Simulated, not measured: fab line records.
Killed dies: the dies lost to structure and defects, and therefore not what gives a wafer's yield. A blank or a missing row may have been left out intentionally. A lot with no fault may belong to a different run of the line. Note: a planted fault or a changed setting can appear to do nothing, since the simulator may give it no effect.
Which tool was responsible? :: flow sky130 :: 39 wafers from 13 lots sampled at 3 of the route's 708 steps

== WHAT THE GAUGES SHOWED, per wafer ==
SKY_VT_ADJUST_NCORE_CD_MEAS_07: target cd 380 nm.
lot: L832
measured: day 10 08:44
on: cdSem-02
cdNm (nm): 379.9 380.5 382.8

lot: L833
measured: day 10 21:47
on: cdSem-01
cdNm (nm): 382.5 383.1 381.5

lot: L834
measured: day 11 05:20
on: cdSem-02
cdNm (nm): 381.2 380.0 381.4

lot: L837
measured: day 11 18:05
on: cdSem-01
cdNm (nm): 379.5 377.2 380.0

lot: L839
measured: day 12 04:29
on: cdSem-01
cdNm (nm): 380.2 380.7 378.4

lot: L840
measured: day 12 14:17
on: cdSem-02
cdNm (nm): 375.7 378.6 378.1

lot: L841
measured: day 12 19:03
on: cdSem-02
cdNm (nm): 381.1 380.9 379.1

lot: L843
measured: day 13 03:11
on: cdSem-01
cdNm (nm): 380.6 379.3 382.5

lot: L844
measured: day 13 10:59
on: cdSem-01
cdNm (nm): 380.1 380.9 380.6

lot: L845
measured: day 13 16:46
on: cdSem-01
cdNm (nm): 378.5 377.6 378.7

lot: L846
measured: day 13 23:47
on: cdSem-01
cdNm (nm): 382.3 379.8 378.9

lot: L847
measured: day 14 03:22
on: cdSem-01
cdNm (nm): 382.1 385.5 384.1

lot: L852
measured: day 15 13:45
on: cdSem-01
cdNm (nm): 375.5 378.2 375.6

SKY_SONOS_ONO_THK_MEAS_05.
lot: L832
measured: day 13 11:11
on: filmMetro-01
SONOS_ONO_CVD_04_THK (nm): 5.72 5.63 5.59

lot: L833
measured: day 14 03:18
on: filmMetro-01
SONOS_ONO_CVD_04_THK (nm): 5.69 5.59 5.69

lot: L834
measured: day 14 12:20
on: filmMetro-03
SONOS_ONO_CVD_04_THK (nm): 5.75 5.72 5.85

lot: L837
measured: day 15 02:23
on: filmMetro-03
SONOS_ONO_CVD_04_THK (nm): 5.52 5.57 5.55

lot: L839
measured: day 15 15:49
on: filmMetro-02
SONOS_ONO_CVD_04_THK (nm): 5.52 5.54 5.45

lot: L840
measured: day 16 01:11
on: filmMetro-03
SONOS_ONO_CVD_04_THK (nm): 5.56 5.58 5.54

lot: L841
measured: day 16 06:36
on: filmMetro-03
SONOS_ONO_CVD_04_THK (nm): 5.52 5.55 5.59

lot: L843
measured: day 16 14:38
on: filmMetro-02
SONOS_ONO_CVD_04_THK (nm): 5.47 5.46 5.50

lot: L844
measured: day 16 23:20
on: filmMetro-01
SONOS_ONO_CVD_04_THK (nm): 5.63 5.75 5.74

lot: L845
measured: day 17 09:47
on: filmMetro-01
SONOS_ONO_CVD_04_THK (nm): 5.62 5.79 5.62

lot: L846
measured: day 17 12:28
on: filmMetro-02
SONOS_ONO_CVD_04_THK (nm): 5.74 5.62 5.74

lot: L847
measured: day 17 18:52
on: filmMetro-02
SONOS_ONO_CVD_04_THK (nm): 5.52 5.61 5.47

lot: L852
measured: day 19 08:38
on: filmMetro-01
SONOS_ONO_CVD_04_THK (nm): 5.73 5.74 5.75

== TOOL THAT RAN EACH LOT (tool first, then ch and the chambers of the sampled wafers, then the start) ==
lot: L832
SKY_SONOS_TUNNEL_EXPOSE_04: ilineStepper-01 ch 0, day 12 18:43

lot: L833
SKY_SONOS_TUNNEL_EXPOSE_04: ilineStepper-01 ch 0, day 13 07:34

lot: L834
SKY_SONOS_TUNNEL_EXPOSE_04: ilineStepper-02 ch 0, day 13 18:49

lot: L837
SKY_SONOS_TUNNEL_EXPOSE_04: ilineStepper-01 ch 0, day 14 07:13

lot: L839
SKY_SONOS_TUNNEL_EXPOSE_04: ilineStepper-01 ch 0, day 14 19:16

lot: L840
SKY_SONOS_TUNNEL_EXPOSE_04: ilineStepper-01 ch 0, day 15 04:32

lot: L841
SKY_SONOS_TUNNEL_EXPOSE_04: ilineStepper-01 ch 0, day 15 09:36

lot: L843
SKY_SONOS_TUNNEL_EXPOSE_04: ilineStepper-02 ch 0, day 15 20:01

lot: L844
SKY_SONOS_TUNNEL_EXPOSE_04: ilineStepper-01 ch 0, day 16 03:12

lot: L845
SKY_SONOS_TUNNEL_EXPOSE_04: ilineStepper-01 ch 0, day 16 10:34

lot: L846
SKY_SONOS_TUNNEL_EXPOSE_04: ilineStepper-01 ch 0, day 16 16:47

lot: L847
SKY_SONOS_TUNNEL_EXPOSE_04: ilineStepper-01 ch 0, day 16 21:55

lot: L852
SKY_SONOS_TUNNEL_EXPOSE_04: ilineStepper-02 ch 0, day 18 12:24
- SKY_SONOS_TUNNEL_EXPOSE_04: exposes mask TUNM, target cd 410 nm.

== WHAT THE TOOLS THEMSELVES READ (means of the sampled wafers that have a number; where no wafer has one, the mark that the record gives instead) ==
SKY_SONOS_TUNNEL_EXPOSE_04.
lot: L832
tool: ilineStepper-01
exposureDoseMJCm2: 135.86

lot: L833
tool: ilineStepper-01
exposureDoseMJCm2: 135.95

lot: L834
tool: ilineStepper-02
exposureDoseMJCm2: 135.96

lot: L837
tool: ilineStepper-01
exposureDoseMJCm2: 136.14

lot: L839
tool: ilineStepper-01
exposureDoseMJCm2: 136.14

lot: L840
tool: ilineStepper-01
exposureDoseMJCm2: 136.05

lot: L841
tool: ilineStepper-01
exposureDoseMJCm2: 136.02

lot: L843
tool: ilineStepper-02
exposureDoseMJCm2: 135.99

lot: L844
tool: ilineStepper-01
exposureDoseMJCm2: 133.33

lot: L845
tool: ilineStepper-01
exposureDoseMJCm2: 133.35

lot: L846
tool: ilineStepper-01
exposureDoseMJCm2: 133.86

lot: L847
tool: ilineStepper-01
exposureDoseMJCm2: 133.82

lot: L852
tool: ilineStepper-02
exposureDoseMJCm2: 136.04

== THE ANSWER, worked out from the rows above alone ==
Rule: usual is defined by the lots themselves. Put in order of their means at a reading, lots are off if they are a third of the lots or fewer, leave a main group of 4 or more, and stand apart from it by a gap of 3 or more times the standard deviation of the main group's means; of several such gaps the widest counts. A main group is skipped when, at the precision printed for the reading in the tables above, its means are all equal. A lot without any number at a reading at which 4 lots or more have one is off too. Where the step has rows for the other lots, those lots are counted as sound. Order of review: gauges by route order, followed by the tools' own readings, for which a lot's mean as printed above is used. The first step at which some lot is off is used, and at that step the reading that is off furthest; a lot without a number counts as furthest.
Off at SKY_SONOS_TUNNEL_EXPOSE_04 (exposureDoseMJCm2): L844, L845, L846, L847. The main group has a mean of 136.02 with a standard deviation of 0.085.
A tool fits if, at that step or a process step before it, it ran every lot that is off, and no sound lot after the first of them. One candidate fits, namely ilineStepper-01 at SKY_SONOS_TUNNEL_EXPOSE_04. A fault onset in the window from L841 (day 15 09:36, its last sound lot) to L844 (day 16 03:12, its first lot off) fits.
On the lots that are off, the tool's own readings at SKY_SONOS_TUNNEL_EXPOSE_04 differ by more than 5 times the standard deviation of the sound lots' means, which bears it out; exposureDoseMJCm2 reads 133.59 there versus 136.02 on the sound lots.

== WHAT THE SIMULATOR PUT IN ==
Process parameters drifting: ilineStepper-01 at SKY_SONOS_TUNNEL_EXPOSE_04, beginning at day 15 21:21. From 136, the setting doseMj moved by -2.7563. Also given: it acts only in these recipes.
Struck lots among those shown: L844, L845, L846, L847. This agrees with what the rule above found.
